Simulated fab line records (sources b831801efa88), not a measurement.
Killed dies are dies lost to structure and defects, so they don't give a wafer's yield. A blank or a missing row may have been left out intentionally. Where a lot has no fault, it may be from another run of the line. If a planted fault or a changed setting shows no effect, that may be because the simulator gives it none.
2 desks looking at one fault || flow gf180mcu || each desk holds nothing but its own numbers, with what lay behind them at the end

== FOR THE TOOL OWNER'S DESK: pvd sputter-03 ==
The tool's own readings at GF_V1_SPUTTER_22 (material TiN, target thk 10 nm, time 40 s): means of the sampled wafers that have a number, for each lot that ran on this tool. A lot is out of limits, marked OUT, if its mean lies more than 4 standard deviations from the usual mean; the brackets give that distance.
Columns: A = throttle valve pct at GF_V1_SPUTTER_22, usual 29.8 %
{"lot": "L312", "first seen here": "day 20 07:56", "A": 31.0}
{"lot": "L320", "first seen here": "day 23 09:30", "A": 30.6}
{"lot": "L321", "first seen here": "day 23 15:14", "A": 30.5}
This desk found nothing out of limits on any of the 3 lots.

== AT THE METROLOGY DESK ==
Lot by lot, what the gauges showed, no matter which tool ran the lot: averages of those sampled wafers that carry a number. A lot is out of limits, marked OUT, if its mean lies more than 4 standard deviations from the usual mean; the brackets give that distance.
Columns: A = cd nm at GF_V1_CD_MEAS_14, usual 260.3 nm; B = V1_OVL at GF_V1_OVL_MEAS_15, usual -1 nm
{"lot": "L312", "first seen here": "day 20 07:04", "A": 260.5, "B": 2}
{"lot": "L314", "first seen here": "day 21 13:15", "A": 259.8, "B": -1}
{"lot": "L320", "first seen here": "day 23 08:38", "A": 260.0, "B": 3}
{"lot": "L321", "first seen here": "day 23 14:24", "A": 262.2, "B": -1}
{"lot": "L327", "first seen here": "day 25 15:02", "A": 259.7, "B": -5}
{"lot": "L329", "first seen here": "day 26 03:40", "A": 260.2, "B": -1}
This desk found nothing out of limits on any of the 6 lots.

== BROUGHT TOGETHER ==
Nothing out of limits was seen by the tool owner's desk.
The metrology desk saw nothing out of limits.

== WHAT THE SIMULATOR PUT IN ==
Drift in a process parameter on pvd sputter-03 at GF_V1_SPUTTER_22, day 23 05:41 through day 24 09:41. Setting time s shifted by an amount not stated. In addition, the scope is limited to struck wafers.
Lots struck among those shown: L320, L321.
